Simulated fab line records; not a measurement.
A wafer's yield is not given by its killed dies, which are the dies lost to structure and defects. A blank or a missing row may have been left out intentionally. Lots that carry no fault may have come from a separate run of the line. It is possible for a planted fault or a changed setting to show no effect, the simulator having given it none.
fab line records	flow sky130
record lots=5	wafers=15	last_day=49
route steps=708 shown VIA3@587 METAL4@598 CAP2M@603 PAD_OPEN@708
lots untouched by any fault: they come from a run of this same line in which no faults occurred
start_h: hours from the record's first day to the start of the lot's first wafer shown	wait_h: time in hours since the lot's previous step	" same as the row above	L1.1+2: a row that stands for several wafers	- no value, or no start was given	* or withheld: withheld	< > ~ a bound
route shown NAME@n: NAME is a module with steps in the file, n the number in the route of the first one	usual: the fault-free wafers' mean and standard deviation	same: alike in all rows	chamber/n: place in a boat	sites: per-site readings	_std_site: standard deviation of those values	_edge_site: mean of outer sites minus mean of inner sites	radius_mm: for every site, how far away it sits from the centre of the wafer	mask NAME#n: copy n	behind: the last tool/chamber to shape the wafer	hold: reason for holding the lot/hours on hold/outcome of the hold	device: transistor that didn't switch, given as n, p or np	end of line: at the end of the route, the tests of the same wafers	step lacking rows: just its recipe	killed: dies that structure and defects cost at the first sort, which is not the same as the wafer's yield	map: the dies of a wafer, with x for killed, . for not killed, _ for no die there
set.NAME: the setting as run; set.NAME@STEP: as run at that earlier step	model.NAME: the simulator's own value behind a step, which no gauge read
lots at some steps of the route; a table a step, a row a wafer
services: the hour from which a tool's chamber was out of use, counted from the record's first day as start_h (under 0 if before that day), plus the number of hours and why
## steps
# step SKY_VIA3_ETCH_14
# recipe chemistry=N2/H2	target=BARC	ion_energy_ev=200	source_w=500	bias_w=100	pressure_mtorr=30	n2_flow_sccm=100	h2_flow_sccm=200	stop_on=SiO2	time_s=45.9	target_depth_a=600
# step SKY_VIA3_ETCH_15
# recipe target=SiO2	chemistry=C4F8/O2/Ar	target_depth_nm=507	stop_on=TiN	mask_material=KrF-thick	source_w=1500	bias_w=1200	pressure_mtorr=40	c4f8_flow_sccm=withheld	O2_flow_sccm=6	Ar_flow_sccm=300	time_s=78
# step SKY_VIA3_STRIP_16
# recipe chemistry=O2/N2	power_w=1400	pressure_mtorr=1500	platen_temp_c=withheld	o2_flow_sccm=3000	n2_flow_sccm=300	overash_fraction=0.5
# step SKY_VIA3_STRIP_17
# recipe chemistry=post_etch_residue_remover	time_s=1200	temp_c=72.5
# step SKY_VIA3_CLEAN_18
# recipe chemistry=IPA	time_s=180	temp_c=25
# step SKY_VIA3_CLEAN_19
# recipe chemistry=O3/DIW	dry=n2_spin
# step SKY_VIA3_SPUTTER_20
# recipe material=TiN	target_thk_nm=20	chamber_pressure_pa=5	power_w=4000	time_s=80
# usual cathode_dc_power_W=4000.0/0.71	throttle_valve_pct=30.5/1.1
lot.wafer	tool	chamber	start_h	wait_h	cathode_dc_power_W	throttle_valve_pct
L263.1	pvd_sputter-04	-	932.03	0.0	4000.5	30.6
L263.4	"	-	"	"	3999.2	30.2
L263.5	"	-	"	"	4000.7	31.6
L265.2	pvd_sputter-02	-	951.28	0.0	4000.6	30.4
L265.3	"	-	"	"	4000.7	30.2
L265.6	"	-	"	"	3999.2	30.6
L269.1	pvd_sputter-04	-	1000.66	0.0	3999.2	31.7
L269.3	"	-	"	"	3999.8	30.2
L269.5	"	-	"	"	4000.1	30.0
L274.3	pvd_sputter-04	-	1016.03	0.0	4000.3	31.9
L274.4	"	-	"	"	3998.7	30.3
L274.5	"	-	"	"	4000.5	31.6
L279.2	pvd_sputter-03	-	1043.79	0.0	4000.7	31.4
L279.4	"	-	"	"	3999.6	31.2
L279.6	"	-	"	"	4000.4	31.9
# step SKY_VIA3_CVD_21
# recipe material=W	target_thk_nm=390	time_s=117.31	temp_c=400	pressure_torr=40
# step SKY_VIA3_RS_MEAS_22
# recipe thk_meas_gauge=four-point-probe	reads=W_of_VIA3_CVD_21+TiN_of_VIA3_SPUTTER_20
# usual VIA3_W_RS=0.292/0.005
lot.wafer	tool	chamber	start_h	wait_h	VIA3_W_RS[ohm/sq]
L263.1	film_metro-01	-	932.22	0.1	0.289
L263.4	"	-	"	"	0.285
L263.5	"	-	"	"	0.284
L265.2	film_metro-01	-	951.49	0.1	0.290
L265.3	"	-	"	"	0.292
L265.6	"	-	"	"	0.297
L269.1	film_metro-02	-	1000.90	0.1	0.285
L269.3	"	-	"	"	0.296
L269.5	"	-	"	"	0.284
L274.3	film_metro-02	-	1016.26	0.1	0.285
L274.4	"	-	"	"	0.297
L274.5	"	-	"	"	0.300
L279.2	film_metro-04	-	1043.99	0.1	0.295
L279.4	"	-	"	"	0.290
L279.6	"	-	"	"	0.290
# step SKY_VIA3_THK_MEAS_23
# recipe thk_meas_gauge=xrf	reads=W_of_VIA3_CVD_21
# usual VIA3_W_THK=397/8.9
lot.wafer	tool	chamber	start_h	wait_h	VIA3_W_THK[nm]
L263.1	film_metro-01	-	932.34	0.1	397
L263.4	"	-	"	"	400
L263.5	"	-	"	"	402
L265.2	film_metro-01	-	951.60	0.1	391
L265.3	"	-	"	"	391
L265.6	"	-	"	"	383
L269.1	film_metro-02	-	1001.02	0.1	404
L269.3	"	-	"	"	389
L269.5	"	-	"	"	403
L274.3	film_metro-02	-	1016.36	0.1	409
L274.4	"	-	"	"	391
L274.5	"	-	"	"	385
L279.2	film_metro-04	-	1044.10	0.1	402
L279.4	"	-	"	"	406
L279.6	"	-	"	"	411
# step SKY_VIA3_CMP_24
# recipe stop_on=SiO2	t_overpolish_s=20	down_force_psi=3.5	platen_rpm=60	target_thk_nm=0	pad_velocity_m_s=0.94248
# step SKY_METAL4_SPUTTER_00
# recipe material=Ti	target_thk_nm=15	power_w=3000	time_s=10	chamber_pressure_pa=0.4
# usual cathode_dc_power_W=2999.9/0.55	throttle_valve_pct=30.1/1.4
lot.wafer	tool	chamber	start_h	wait_h	cathode_dc_power_W	throttle_valve_pct
L263.1	pvd_sputter-01	-	932.70	0.2	3001.3	32.1
L263.4	"	-	"	"	2999.5	27.6
L263.5	"	-	"	"	3001.2	29.5
L265.2	pvd_sputter-04	-	952.16	0.2	2999.0	30.3
L265.3	"	-	"	"	3000.0	31.8
L265.6	"	-	"	"	3000.5	30.3
L269.1	pvd_sputter-03	-	1001.38	0.2	3000.0	28.1
L269.3	"	-	"	"	3000.2	30.5
L269.5	"	-	"	"	3000.1	31.6
L274.3	pvd_sputter-01	-	1016.70	0.2	3000.4	32.2
L274.4	"	-	"	"	2999.4	28.5
L274.5	"	-	"	"	2999.4	27.5
L279.2	pvd_sputter-01	-	1044.45	0.1	3000.0	32.3
L279.4	"	-	"	"	2999.6	27.7
L279.6	"	-	"	"	2999.7	29.5
# step SKY_METAL4_SPUTTER_01
# recipe material=TiN	target_thk_nm=20	power_w=6500	time_s=16.7	chamber_pressure_pa=0.4
# usual cathode_dc_power_W=6500.0/1.2	throttle_valve_pct=30.1/1.4
lot.wafer	tool	chamber	start_h	wait_h	cathode_dc_power_W	throttle_valve_pct
L263.1	pvd_sputter-01	-	932.72	0.0	6498.2	32.3
L263.4	"	-	"	"	6498.8	27.6
L263.5	"	-	"	"	6498.7	29.6
L265.2	pvd_sputter-04	-	952.19	0.0	6500.8	30.2
L265.3	"	-	"	"	6498.8	31.8
L265.6	"	-	"	"	6499.6	30.3
L269.1	pvd_sputter-03	-	1001.40	0.0	6500.5	28.0
L269.3	"	-	"	"	6499.3	30.3
L269.5	"	-	"	"	6499.1	31.4
L274.3	pvd_sputter-01	-	1016.72	0.0	6500.2	32.0
L274.4	"	-	"	"	6498.6	28.3
L274.5	"	-	"	"	6499.8	27.5
L279.2	pvd_sputter-01	-	1044.47	0.0	6500.7	32.4
L279.4	"	-	"	"	6498.6	27.8
L279.6	"	-	"	"	6500.8	29.3
# step SKY_METAL4_SPUTTER_02
# recipe material=AlCu	target_thk_nm=735	power_w=10600	time_s=40.79	chamber_pressure_pa=0.4
# step SKY_METAL4_SPUTTER_03
# recipe material=Ti	target_thk_nm=5	power_w=3000	time_s=3.3	chamber_pressure_pa=0.4
# usual cathode_dc_power_W=2999.9/0.5	throttle_valve_pct=30.1/1.4
lot.wafer	tool	chamber	start_h	wait_h	cathode_dc_power_W	throttle_valve_pct
L263.1	pvd_sputter-01	-	932.78	0.0	3000.5	32.1
L263.4	"	-	"	"	3000.0	27.7
L263.5	"	-	"	"	2999.8	29.5
L265.2	pvd_sputter-04	-	952.25	0.0	2999.9	30.0
L265.3	"	-	"	"	2999.5	31.5
L265.6	"	-	"	"	3000.6	30.6
L269.1	pvd_sputter-03	-	1001.47	0.0	3000.1	28.0
L269.3	"	-	"	"	3001.2	30.6
L269.5	"	-	"	"	2999.7	31.7
L274.3	pvd_sputter-01	-	1016.79	0.0	3000.0	32.0
L274.4	"	-	"	"	2999.5	28.9
L274.5	"	-	"	"	2999.7	27.6
L279.2	pvd_sputter-01	-	1044.54	0.0	3000.0	32.3
L279.4	"	-	"	"	3001.0	27.8
L279.6	"	-	"	"	2999.0	29.2
# step SKY_METAL4_SPUTTER_04
# recipe material=TiN	target_thk_nm=70	power_w=6500	time_s=58.3	chamber_pressure_pa=0.4
# usual cathode_dc_power_W=6500.0/1.2	throttle_valve_pct=30.1/1.4
lot.wafer	tool	chamber	start_h	wait_h	cathode_dc_power_W	throttle_valve_pct
L263.1	pvd_sputter-01	-	932.80	0.0	6500.7	32.4
L263.4	"	-	"	"	6500.1	27.4
L263.5	"	-	"	"	6499.1	29.5
L265.2	pvd_sputter-04	-	952.27	0.0	6500.3	30.0
L265.3	"	-	"	"	6499.5	31.8
L265.6	"	-	"	"	6500.6	30.4
L269.1	pvd_sputter-03	-	1001.49	0.0	6501.6	27.8
L269.3	"	-	"	"	6499.6	30.7
L269.5	"	-	"	"	6500.3	31.6
L274.3	pvd_sputter-01	-	1016.80	0.0	6498.6	32.2
L274.4	"	-	"	"	6500.2	28.7
L274.5	"	-	"	"	6500.0	27.4
L279.2	pvd_sputter-01	-	1044.56	0.0	6500.0	32.0
L279.4	"	-	"	"	6498.4	27.6
L279.6	"	-	"	"	6501.6	29.5
# step SKY_CAP2M_CVD_00
# recipe material=SiO2	target_thk_nm=15.5	temp_c=400	time_s=withheld	rf_w=450
# usual heater_power_w=691/120
lot.wafer	tool	chamber	start_h	wait_h	heater_power_w
L263.1	pecvd-01	0	932.85	0.0	778
L263.4	"	1	"	"	717
L263.5	"	0	"	"	777
L265.2	pecvd-03	0	952.32	0.0	590
L265.3	"	2	"	"	630
L265.6	"	0	"	"	575
L269.1	pecvd-01	2	1001.54	0.0	770
L269.3	"	1	"	"	710
L269.5	"	2	"	"	783
L274.3	pecvd-04	2	1016.86	0.0	662
L274.4	"	0	"	"	533
L274.5	"	0	"	"	530
L279.2	pecvd-04	0	1044.61	0.0	563
L279.4	"	0	"	"	560
L279.6	"	2	"	"	609
# step SKY_CAP2M_THK_MEAS_01
# recipe reads=SiO2_of_CAP2M_CVD_00
# usual CAP2M_CVD_00_THK=15.4/0.3
lot.wafer	tool	chamber	start_h	wait_h	CAP2M_CVD_00_THK[nm]
L263.1	film_metro-04	-	932.87	-	15.1
L263.4	"	-	"	"	15.3
L263.5	"	-	"	"	14.9
L265.2	film_metro-03	-	952.35	-	15.0
L265.3	"	-	"	"	15.5
L265.6	"	-	"	"	15.2
L269.1	film_metro-03	-	1001.57	-	15.2
L269.3	"	-	"	"	15.2
L269.5	"	-	"	"	15.4
L274.3	film_metro-01	-	1016.91	-	15.8
L274.4	"	-	"	"	15.4
L274.5	"	-	"	"	15.5
L279.2	film_metro-04	-	1044.64	-	15.3
L279.4	"	-	"	"	15.7
L279.6	"	-	"	"	15.9
# step SKY_CAP2M_SPUTTER_02
# recipe material=TiN	target_thk_nm=200	temp_c=300	power_w=6500	time_s=166.7	chamber_pressure_pa=0.4
# step SKY_CAP2M_RS_MEAS_03
# recipe thk_meas_gauge=four-point-probe	reads=TiN_of_CAP2M_SPUTTER_02
# usual CAP2M_TIN_RS=6.90/0.081
lot.wafer	tool	chamber	start_h	wait_h	CAP2M_TIN_RS[ohm/sq]
L263.1	film_metro-01	-	933.04	0.1	6.88
L263.4	"	-	"	"	6.95
L263.5	"	-	"	"	7.02
L265.2	film_metro-04	-	952.53	0.1	6.86
L265.3	"	-	"	"	6.91
L265.6	"	-	"	"	6.89
L269.1	film_metro-01	-	1001.74	0.1	6.75
L269.3	"	-	"	"	6.86
L269.5	"	-	"	"	6.78
L274.3	film_metro-04	-	1017.09	0.1	6.95
L274.4	"	-	"	"	6.85
L274.5	"	-	"	"	6.96
L279.2	film_metro-01	-	1044.83	0.1	6.97
L279.4	"	-	"	"	7.04
L279.6	"	-	"	"	7.08
# step SKY_CAP2M_THK_MEAS_04
# recipe thk_meas_gauge=xrf	reads=TiN_of_CAP2M_SPUTTER_02
# usual CAP2M_TIN_THK=198.9/2.7
lot.wafer	tool	chamber	start_h	wait_h	CAP2M_TIN_THK[nm]
L263.1	film_metro-01	-	933.16	0.1	201.3
L263.4	"	-	"	"	198.4
L263.5	"	-	"	"	197.9
L265.2	film_metro-04	-	952.64	0.1	200.0
L265.3	"	-	"	"	199.3
L265.6	"	-	"	"	198.9
L269.1	film_metro-01	-	1001.86	0.1	205.0
L269.3	"	-	"	"	201.3
L269.5	"	-	"	"	204.3
L274.3	film_metro-04	-	1017.19	0.1	196.3
L274.4	"	-	"	"	199.6
L274.5	"	-	"	"	197.4
L279.2	film_metro-01	-	1044.94	0.1	198.2
L279.4	"	-	"	"	196.0
L279.6	"	-	"	"	194.9
# step SKY_CAP2M_DEHYDRATE_05
# recipe temp_c=200	time_s=60
# step SKY_CAP2M_HMDS_06
# recipe prime_time_s=60	prime_temp_c=120
# step SKY_CAP2M_COAT_07
# recipe resist=NOVOLAK	spin_rpm=3000	resist_thk_nm=1140
# step SKY_CAP2M_SOFTBAKE_08
# recipe temp_c=90	time_s=60	resist=NOVOLAK
# step SKY_CAP2M_EXPOSE_09
# recipe mask_id=CAP2M	na=0.6	source_shape=conventional	sigma_outer=0.6	polarization=unpolarized	target_cd_nm=1000	dose_mj=159
# step SKY_CAP2M_PEB_10
# recipe temp_c=withheld	time_s=*	resist=NOVOLAK
# step SKY_CAP2M_DEVELOP_11
# recipe resist=NOVOLAK	developer=TMAH	develop_time_s=60	dev_temp_c=23
# step SKY_CAP2M_OVL_MEAS_12
# usual CAP2M_OVL=0.2/1.5
lot.wafer	tool	chamber	start_h	wait_h	CAP2M_OVL[nm]
L263.1	overlay-01	-	956.83	0.1	0.5
L263.4	"	-	"	"	-0.8
L263.5	"	-	"	"	-0.2
L265.2	overlay-02	-	976.74	0.1	-0.5
L265.3	"	-	"	"	1.8
L265.6	"	-	"	"	1.7
L269.1	overlay-01	-	1024.33	0.1	-3.3
L269.3	"	-	"	"	-0.2
L269.5	"	-	"	"	-2.0
L274.3	overlay-02	-	1039.65	0.1	4.0
L274.4	"	-	"	"	1.0
L274.5	"	-	"	"	2.3
L279.2	overlay-01	-	1066.84	0.1	-1.1
L279.4	"	-	"	"	-2.3
L279.6	"	-	"	"	1.0
# step SKY_CAP2M_METAL_ETCH_13
# recipe target_depth_nm=220	stop_on=SiO2	chemistry=Cl2/BCl3	target=TiN	pressure_mtorr=10	icp_w=900	bias_w=48.5	Cl2_flow_sccm=60	bcl3_flow_sccm=30	time_s=62.9
# step SKY_CAP2M_STRIP_14
# recipe chemistry=O2/N2	power_w=1400	pressure_mtorr=1500	platen_temp_c=withheld	o2_flow_sccm=3000	n2_flow_sccm=300	overash_fraction=0.5
# step SKY_CAP2M_STRIP_15
# recipe chemistry=post_etch_residue_remover	time_s=1200	temp_c=72.5
# step SKY_CAP2M_CLEAN_16
# recipe chemistry=IPA	time_s=180	temp_c=25
# step SKY_CAP2M_CLEAN_17
# recipe chemistry=O3/DIW	dry=n2_spin
# step SKY_METAL4_DEHYDRATE_05
# recipe temp_c=200	time_s=60
# step SKY_METAL4_HMDS_06
# recipe prime_time_s=60	prime_temp_c=120
# step SKY_METAL4_COAT_07
# recipe resist=BARC	temp_c=withheld	time_s=withheld	spin_rpm=3000	resist_thk_nm=60
# step SKY_METAL4_COAT_08
# recipe resist=KrF-thick	spin_rpm=3000	resist_thk_nm=1140
# step SKY_METAL4_SOFTBAKE_09
# recipe temp_c=100	time_s=90	resist=KrF-thick
# step SKY_METAL4_EXPOSE_10
# recipe mask_id=MM4	na=0.68	source_shape=annular	sigma_inner=0.4	sigma_outer=0.8	target_cd_nm=300	dose_mj=28
# step SKY_METAL4_PEB_11
# recipe peb_temp_c=withheld	peb_time_s=withheld	resist=KrF-thick
# step SKY_METAL4_DEVELOP_12
# recipe develop_time_s=60	resist=KrF-thick	dev_temp_c=21
# step SKY_PAD_OPEN_PROBE_99
# usual defect_limited_yield=82.5/1.8	killed_at_M0_to_M3=44/6.6	killed_at_M4_up=2.9/1.8	killed_at_contacts=24/4.8	killed_at_front_end=15/4.5	killed_at_other=0.3/0.64	killed_dies=86/8.7	killed_open=47/6.5	killed_short=39/5.8	sort_bin_3_pad_short=0.9/0.4	sort_bin_5_function=10.3/1.4	sort_bin_6_memory=6.2/1.1	sort_n_pass=406/8.7	sort_yield_pct=82.5/1.8
# same gross_dies=492	killed_at_back_side=0	sort_bin_4_leakage[%]=0	sort_bin_8_speed[%]=0
lot.wafer	tool	chamber	start_h	wait_h	defect_limited_yield[%]	killed_at_M0_to_M3	killed_at_M4_up	killed_at_contacts	killed_at_front_end	killed_at_other	killed_dies	killed_open	killed_short	sort_bin_3_pad_short[%]	sort_bin_5_function[%]	sort_bin_6_memory[%]	sort_n_pass	sort_yield_pct[%]	model.etest.tester.sort_n_pass	model.etest.tester.sort_yield_pct	model.etest.tester.sort_bin_5_pct	model.etest.tester.sort_bin_3_pct
L263.1	prober-01	-	1078.10	0.1	80.9	48	5	26	15	0	94	50	44	0.8	11.0	7.3	398	80.9	398	80.89	10.98	0.813
L263.4	prober-01	-	1078.25	0.2	80.1	55	0	31	11	1	98	50	48	1.0	11.6	7.3	394	80.1	394	80.08	11.59	1.016
L263.5	prober-01	-	1078.30	0.2	81.1	39	2	27	25	0	93	49	44	0.8	10.8	7.3	399	81.1	399	81.1	10.77	0.813
L265.3	prober-01	-	1093.59	0.2	82.1	48	3	20	17	0	88	51	37	0.8	10.8	6.3	404	82.1	404	82.11	10.77	0.813
L265.6	prober-01	-	1093.74	0.2	80.9	53	2	24	15	0	94	44	50	0.8	12.4	5.9	398	80.9	398	80.89	12.4	0.813
L269.1	prober-02	-	1134.82	0.1	87.0	24	3	24	13	0	64	40	24	0.4	7.5	5.1	428	87.0	428	86.99	7.52	0.4065
L269.3	prober-02	-	1134.92	0.2	78.9	29	45	21	9	0	104	37	23	2.2	14.8	4.1	388	78.9	388	78.86	14.84	2.236
L269.5	prober-02	-	1135.02	0.2	86.6	43	1	13	9	0	66	39	27	0.6	8.9	3.9	426	86.6	426	86.59	8.943	0.6098
L274.3	prober-02	-	1149.18	0.2	83.1	44	0	19	20	0	83	47	35	0.2	9.1	7.5	409	83.1	409	83.13	9.146	0.2033
L274.4	prober-02	-	1149.23	0.2	84.1	43	2	21	12	0	78	52	25	0.4	10.6	4.9	414	84.1	414	84.15	10.57	0.4065
L274.5	prober-02	-	1149.28	0.2	82.9	40	1	29	14	0	84	51	32	1.0	9.3	6.7	408	82.9	408	82.93	9.35	1.016
L279.2	prober-01	-	1170.09	0.1	84.1	50	5	17	6	0	78	40	37	0.6	10.4	4.9	414	84.1	414	84.15	10.37	0.6098
L279.4	prober-01	-	1170.19	0.2	81.9	57	2	23	7	0	89	49	40	1.4	10.2	6.5	403	81.9	403	81.91	10.16	1.423
L279.6	prober-01	-	1170.29	0.2	84.6	38	1	25	12	0	76	43	31	0.8	9.8	4.9	416	84.6	416	84.55	9.756	0.813
# killed by level:class
L263.1 VIA1:geometric_particle:short=10 CONTACT:geometric_particle:open=8 VIA1:geometric_particle:open=7 LI_CONTACT:geometric_particle:open=7 METAL2:geometric_particle:short=7 VIA2:geometric_particle:open=7 VIA3:geometric_particle:open=6 FIELD_ISO:geometric_particle:open=5
L263.4 VIA1:geometric_particle:open=12 CONTACT:geometric_particle:open=11 METAL1:geometric_particle:short=10 VIA2:geometric_particle:open=9 LOCAL_INTERCONNECT:geometric_particle:short=7 CONTACT:geometric_particle:short=7 METAL2:geometric_particle:short=7 VIA3:geometric_particle:open=5
L263.5 VIA1:geometric_particle:open=11 LI_CONTACT:geometric_particle:open=10 FIELD_ISO:geometric_particle:short=7 METAL1:geometric_particle:short=7 FIELD_ISO:geometric_particle:open=6 LOCAL_INTERCONNECT:geometric_particle:short=6 VIA2:geometric_particle:open=6 VIA3:geometric_particle:open=6
L265.3 VIA1:geometric_particle:open=14 CONTACT:geometric_particle:open=11 VIA1:geometric_particle:short=9 METAL1:geometric_particle:short=6 FIELD_ISO:geometric_particle:open=5 VIA2:geometric_particle:open=5 POLY_GATE:geometric_particle:open=4 LI_CONTACT:geometric_particle:open=4
L265.6 VIA1:geometric_particle:open=12 CONTACT:geometric_particle:open=9 METAL2:geometric_particle:short=7 VIA1:geometric_particle:short=6 METAL1:geometric_particle:short=6 VIA3:geometric_particle:short=6 POLY_GATE:geometric_particle:short=5 LI_CONTACT:geometric_particle:short=5
L269.1 VIA1:geometric_particle:open=11 LI_CONTACT:geometric_particle:open=10 FIELD_ISO:geometric_particle:open=5 CONTACT:geometric_particle:open=5 CONTACT:geometric_particle:short=4 FIELD_ISO:geometric_particle:short=3 POLY_GATE:geometric_particle:short=3 LOCAL_INTERCONNECT:geometric_particle:short=3
L269.3 METAL4:unspecified=44 CONTACT:geometric_particle:open=10 VIA1:geometric_particle:open=7 VIA3:geometric_particle:open=6 VIA1:geometric_particle:short=4 LOCAL_INTERCONNECT:geometric_particle:short=4 METAL2:geometric_particle:short=4 POLY_CUT:geometric_particle:open=3
L269.5 VIA1:geometric_particle:open=14 CONTACT:geometric_particle:open=8 POLY_GATE:geometric_particle:short=5 VIA2:geometric_particle:open=5 METAL2:geometric_particle:open=4 METAL2:geometric_particle:short=4 VIA3:geometric_particle:open=4 FIELD_ISO:geometric_particle:short=3
L274.3 VIA1:geometric_particle:open=8 VIA1:geometric_particle:short=7 VIA2:geometric_particle:open=7 LI_CONTACT:geometric_particle:open=6 CONTACT:geometric_particle:open=6 METAL1:geometric_particle:short=6 VIA3:geometric_particle:open=5 POLY_GATE:geometric_particle:open=4
L274.4 VIA1:geometric_particle:open=17 LI_CONTACT:geometric_particle:open=10 CONTACT:geometric_particle:open=7 VIA3:geometric_particle:open=6 METAL1:geometric_particle:short=5 VIA2:geometric_particle:open=4 POLY_GATE:geometric_particle:short=3 METAL1:geometric_particle:open=3
L274.5 CONTACT:geometric_particle:open=9 LI_CONTACT:geometric_particle:open=8 VIA1:geometric_particle:open=8 VIA3:geometric_particle:open=7 VIA1:geometric_particle:short=5 METAL2:geometric_particle:short=5 POLY_GATE:geometric_particle:open=4 LOCAL_INTERCONNECT:geometric_particle:short=4
L279.2 VIA1:geometric_particle:open=13 VIA2:geometric_particle:open=8 VIA3:geometric_particle:open=7 METAL2:geometric_particle:short=7 VIA1:geometric_particle:short=5 LI_CONTACT:geometric_particle:open=4 METAL4:geometric_particle:short=4 LI_CONTACT:geometric_particle:short=3
L279.4 VIA1:geometric_particle:open=15 CONTACT:geometric_particle:open=10 LI_CONTACT:geometric_particle:open=8 METAL2:geometric_particle:short=8 VIA2:geometric_particle:open=6 VIA1:geometric_particle:short=5 METAL3:geometric_particle:short=5 VIA3:geometric_particle:short=5
L279.6 VIA2:geometric_particle:open=12 LI_CONTACT:geometric_particle:open=8 CONTACT:geometric_particle:open=6 VIA1:geometric_particle:open=6 LI_CONTACT:geometric_particle:short=4 CONTACT:geometric_particle:short=4 VIA1:geometric_particle:short=4 POLY_GATE:geometric_particle:short=3
# map L269.3 (x killed, . not)
__________.x........_________
________.............._______
______.........x........_____
_____.......x....x...x...____
____..........x...........___
___.x.....x..........xx....__
__..x...............x.x....x_
_...........x..........x.xxx.
_......x..........x...xx.xxxx
_....x.....x.....x.....xxxxxx
_..........xx.x......xxxxxxxx
_...x.......xx....x...xxxxxxx
_.....xx.......x..x..xxxxxxxx
_......................xxxxxx
_.xx......x............xxxxxx
__....................x....._
___.......x.....x..........__
____...x....x.x..x...x..x.___
_____x..............x....____
______.....xx...x......._____
________x.....x......._______
__________...xxx...._________
# map L279.4 (x killed, . not)
__________.........._________
________....x...x....._______
______.....x.......x...._____
_____..x...x.x..x.....x..____
____..x....x..x..x.x...x..___
___.....x.x...........x.x..__
__..xxx............x........_
_...x.....x.x...x.x.....x....
_...x....xx..........x.......
_x.................x......x..
_.........x..x....x...xxx.x..
_x.x..........x..x....x....x.
_x..x.......x...x.......x.x.x
_.................xxxx.......
_.......xx...........x...x...
__......x..x..x..x.........._
___......x.........x.x..x..__
____xx.............x.x....___
_____..x...x.......xx...x____
______x........x.x....x._____
________x............._______
__________.xx...x..._________
## services
tool	chamber	start_h	hours	kind
pecvd-01	-	909.47	1.4	repair
pvd_sputter-01	-	910.54	0.6	repair
pvd_sputter-03	-	917.18	5.9	repair
pvd_sputter-02	-	919.67	4.8	repair
pecvd-01	0	924.16	5.5	scheduled_down
pvd_sputter-03	0	925.27	-	consumable_replace:kit
pvd_sputter-03	0	925.27	18.0	scheduled_down
pvd_sputter-03	0	925.27	18.0	vent_cycle
pecvd-04	-	935.17	2.8	pm
pvd_sputter-03	-	950.78	5.2	repair
pvd_sputter-01	2	951.45	-	consumable_replace:kit
pvd_sputter-01	2	951.45	18.0	scheduled_down
pvd_sputter-01	2	951.45	18.0	vent_cycle
pecvd-04	2	976.12	5.5	scheduled_down
pvd_sputter-02	-	995.68	8.0	repair
pecvd-01	0	999.81	2.1	scheduled_down
pecvd-04	1	1008.72	2.1	scheduled_down
pvd_sputter-02	-	1021.72	33.6	repair
pvd_sputter-03	3	1032.17	-	consumable_replace:kit
pvd_sputter-03	3	1032.17	18.0	scheduled_down
pvd_sputter-03	3	1032.17	18.0	vent_cycle
pvd_sputter-04	1	1044.05	-	consumable_replace:kit
pvd_sputter-04	1	1044.05	18.0	scheduled_down
pvd_sputter-04	1	1044.05	18.0	vent_cycle
## key
first_sign step=SKY_PAD_OPEN_PROBE_99	reading=killed_at_M4_up	direction=up	sigmas=24	usual=2.9	struck=45
effect step=SKY_PAD_OPEN_PROBE_99	reading=sort_bin_3_pad_short	direction=up	sigmas=3.4	usual=0.9	struck=2.2
model_effect step=SKY_PAD_OPEN_PROBE_99	value=etest.tester.sort_n_pass	without=430	struck=388
met_at SKY_METAL4_SPUTTER_01
struck_wafers L269.3
fault kind=chamber_particle_source	tool=pvd_sputter-03	chamber=-	onset_h=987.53	steps=SKY_METAL4_SPUTTER_01	rate_per_visit_cm2=0.70002	end_h=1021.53	scope=struck_wafers_only
